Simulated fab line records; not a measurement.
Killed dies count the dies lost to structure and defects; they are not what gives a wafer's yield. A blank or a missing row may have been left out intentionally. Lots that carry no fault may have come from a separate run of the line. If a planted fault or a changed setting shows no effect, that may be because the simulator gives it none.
Which of the tools did it?	flow sky130	route of 708 steps, sampled at 1 step: 6 lots, 18 wafers

WHAT THE GAUGES SHOWED, per wafer
SKY_VIA2_OVL_MEAS_13.
lot	measured	on	VIA2_OVL (nm)
L414	day 37 01:07	overlay-01	6 5 7
L416	day 37 18:47	overlay-01	-1 -2 -1
L418	day 38 06:29	overlay-01	-3 -3 -11
L421	day 39 00:45	overlay-01	-5 -6 -7
L422	day 39 12:14	overlay-01	7 0 -4
L431	day 42 02:41	overlay-02	-2 -2 2

WHICH TOOL RAN EACH LOT (tool, then ch and the chambers of the sampled wafers, then the start)
The record shows no process step preceding these readings.

THE ANSWER, worked out from the rows above alone
Rule: what is usual is taken from the lots themselves. The widest of any qualifying gaps counts: lots, ordered by their means at a reading, are off when they make up no more than a third of the lots, leave a main group of 4 or more, and stand apart from it by 3 or more times the standard deviation of that group's means. Not used: any main group whose means are identical at the precision the tables above print for the reading. Also off: a lot with no number at a reading for which 4 or more lots have one. All remaining lots with rows at the step are treated as sound.
Across all readings shown, no lot is off: no conclusion can be drawn from this.

WHAT THE SIMULATOR HAD PUT IN
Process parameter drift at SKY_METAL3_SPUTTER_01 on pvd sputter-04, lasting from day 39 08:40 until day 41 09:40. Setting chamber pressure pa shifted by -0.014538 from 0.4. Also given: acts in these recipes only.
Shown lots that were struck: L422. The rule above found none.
